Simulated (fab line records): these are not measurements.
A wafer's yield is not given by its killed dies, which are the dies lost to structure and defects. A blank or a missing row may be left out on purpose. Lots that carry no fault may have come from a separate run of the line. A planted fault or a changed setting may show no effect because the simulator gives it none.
What tool caused it? -- flow sky130 -- 13 lots, 39 wafers sampled, at 4 steps of a route of 708

== WHAT EACH GAUGE READ, for each wafer ==
SKY_VT_ADJUST_HVTP_OVL_MEAS_08.
lot,measured,on,VT_ADJUST_HVTP_OVL (nm)
L789,day 6 06:13,overlay-02,-3.4 -2.2 -2.1
L790,day 6 10:22,overlay-01,-0.3 0.0 0.5
L791,day 6 19:26,overlay-02,-0.9 -0.4 -0.9
L792,day 7 01:47,overlay-01,-1.7 -1.7 -1.9
L793,day 7 08:27,overlay-01,-0.2 -0.6 0.7
L796,day 7 23:28,overlay-02,1.0 -0.5 0.1
L800,day 8 23:27,overlay-01,0.2 0.2 2.4
L801,day 9 04:58,overlay-01,1.6 2.4 1.3
L803,day 9 19:19,overlay-01,-1.9 -3.0 -3.2
L805,day 10 06:10,overlay-01,0.4 0.0 1.5
L807,day 10 16:35,overlay-02,-2.7 -1.0 -0.8
L810,day 11 13:52,overlay-02,2.2 2.3 0.9
L811,day 11 17:41,overlay-02,-1.3 1.4 0.7

SKY_VT_ADJUST_NCORE_CD_MEAS_07 targets a cd of 380 nm.
lot,measured,on,cd-nm (nm)
L789,day 8 14:04,cd-sem-01,379.2 379.6 381.0
L790,day 8 19:41,cd-sem-01,378.5 377.4 378.9
L791,day 9 05:44,cd-sem-02,378.9 379.3 379.8
L792,day 9 12:10,cd-sem-01,380.7 381.0 383.4
L793,day 9 19:28,cd-sem-02,382.9 383.3 383.9
L796,day 10 11:20,cd-sem-02,380.0 376.6 377.8
L800,day 11 16:59,cd-sem-02,381.2 382.9 382.5
L801,day 11 20:55,cd-sem-01,385.4 382.3 379.1
L803,day 12 13:37,cd-sem-02,382.7 381.0 379.4
L805,day 13 03:04,cd-sem-02,382.6 383.5 382.1
L807,day 13 14:32,cd-sem-02,380.3 377.9 375.9
L810,day 14 14:25,cd-sem-01,378.4 380.3 379.6
L811,day 14 17:44,cd-sem-01,378.3 378.1 376.9

== TOOL THAT RAN EACH LOT (tool first, then ch and the chambers of the sampled wafers, then the start) ==
lot,SKY_FIELD_ISO_ETCH_17,SKY_FIELD_ISO_CMP_27
L789,"rie-si-01 ch 1,2, day 2 10:13","cmp-02 ch 1,3, day 2 13:29"
L790,"rie-si-01 ch 1,2,3, day 2 13:30","cmp-02 ch 1,2, day 2 17:14"
L791,"rie-si-01 ch 1,2,3, day 2 21:22","cmp-02 ch 0,1, day 3 00:35"
L792,"rie-si-02 ch 0,2, day 3 01:49","cmp-02 ch 0,1,2, day 3 05:48"
L793,"rie-si-02 ch 0,1,3, day 3 07:52","cmp-01 ch 0,1,3, day 3 12:23"
L796,"rie-si-02 ch 0,3, day 3 21:57","cmp-02 ch 0,2,3, day 4 02:26"
L800,"rie-si-02 ch 0,2, day 4 19:04","cmp-01 ch 0,1,2, day 4 22:30"
L801,"rie-si-01 ch 0,1, day 4 23:41","cmp-01 ch 1,2,3, day 5 03:36"
L803,"rie-si-01 ch 0,2,3, day 5 11:40","cmp-02 ch 0,1, day 5 14:53"
L805,"rie-si-01 ch 0,2,3, day 5 20:10","cmp-02 ch 0,3, day 5 23:40"
L807,"rie-si-01 ch 0,1, day 6 06:42","cmp-02 ch 0,2, day 6 09:56"
L810,"rie-si-01 ch 0,2, day 6 23:29","cmp-02 ch 1,3, day 7 04:12"
L811,"rie-si-01 ch 0,2,3, day 7 03:35","cmp-02 ch 1,2, day 7 07:01"
- SKY_FIELD_ISO_ETCH_17: etches Si in HBr/Cl2/O2, target depth 342 nm, time 97.7 s.
- SKY_FIELD_ISO_CMP_27: polishes, stops on Si3N4, t overpolish 16 s, target thk 457.8 nm.

== WHAT THE TOOLS THEMSELVES READ (means of the sampled wafers that have a number; where no wafer has one, the mark that the record gives instead) ==
SKY_FIELD_ISO_ETCH_17.
lot,tool,drypump-motor-current-A (A),he-backside-leak-sccm (sccm),oes-product-au (a.u.),throttle-valve-pct (%)
L789,rie-si-01,5.7,2.8,1.005,25.652
L790,rie-si-01,5.5,2.8,0.998,25.654
L791,rie-si-01,5.5,2.8,0.999,25.654
L792,rie-si-02,5.8,3.1,0.998,25.667
L793,rie-si-02,5.7,2.9,0.997,25.656
L796,rie-si-02,5.5,3.1,0.872,25.744
L800,rie-si-02,6.1,3.3,0.936,25.709
L801,rie-si-01,5.5,2.8,1.004,25.648
L803,rie-si-01,5.3,2.7,1.012,25.645
L805,rie-si-01,5.2,2.6,1.007,25.646
L807,rie-si-01,5.5,2.7,1.015,25.647
L810,rie-si-01,5.2,2.7,1.003,25.654
L811,rie-si-01,5.2,2.7,0.997,25.657

SKY_FIELD_ISO_CMP_27.
lot,tool,motor-current-A (A),overpolish-run-s (s),time-to-endpoint-s (s)
L789,cmp-02,11.1,16.001,115
L790,cmp-02,13.0,15.999,116
L791,cmp-02,12.0,16.005,116
L792,cmp-02,12.8,15.997,113
L793,cmp-01,11.2,15.997,111
L796,cmp-02,12.2,16.000,114
L800,cmp-01,11.4,16.000,109
L801,cmp-01,11.6,16.005,116
L803,cmp-02,11.9,15.988,112
L805,cmp-02,11.7,16.002,116
L807,cmp-02,13.3,16.001,115
L810,cmp-02,11.1,16.000,125
L811,cmp-02,13.0,15.989,115

== THE ANSWER, worked out from the rows above alone ==
Rule: what is usual is taken from the lots themselves. Put in order of their means at a reading, lots are off if they are a third of the lots or fewer, leave a main group of 4 or more, and stand apart from it by a gap of 3 or more times the standard deviation of the main group's means; of several such gaps the widest counts. A main group is skipped when, at the precision printed for the reading in the tables above, its means are all equal. A lot without any number at a reading at which 4 lots or more have one is off too. All remaining lots with rows at the step are treated as sound. The gauges are gone through in route order, then the tools' own readings, and for those a lot's mean is taken as printed above. At the first step where some lot is off, the reading lying furthest off is the one used; lots without a number count as furthest.
Off at SKY_FIELD_ISO_ETCH_17 (oes-product-au): L796, L800. The main group has a mean of 1.003 a.u. with a standard deviation of 0.0059.
A tool fits if, at that step or a process step before it, it ran every lot that is off, and no sound lot after the first of them. One candidate fits, namely rie-si-02 at SKY_FIELD_ISO_ETCH_17. A fault onset in the window from L793 (day 3 07:52, its last sound lot) to L796 (day 3 21:57, its first lot off) fits.
The tool's own readings at SKY_FIELD_ISO_ETCH_17 bear it out: on the lots that are off they differ by more than 5 times the standard deviation of the sound lots' means. oes-product-au reads 0.904 a.u. there against 1.003 a.u. on the sound lots; throttle-valve-pct reads 25.727 % there against 25.653 % on the sound lots.

== WHAT THE SIMULATOR PUT IN ==
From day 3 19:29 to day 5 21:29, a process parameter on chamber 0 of rie-si-02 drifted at SKY_FIELD_ISO_ETCH_17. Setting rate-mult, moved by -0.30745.
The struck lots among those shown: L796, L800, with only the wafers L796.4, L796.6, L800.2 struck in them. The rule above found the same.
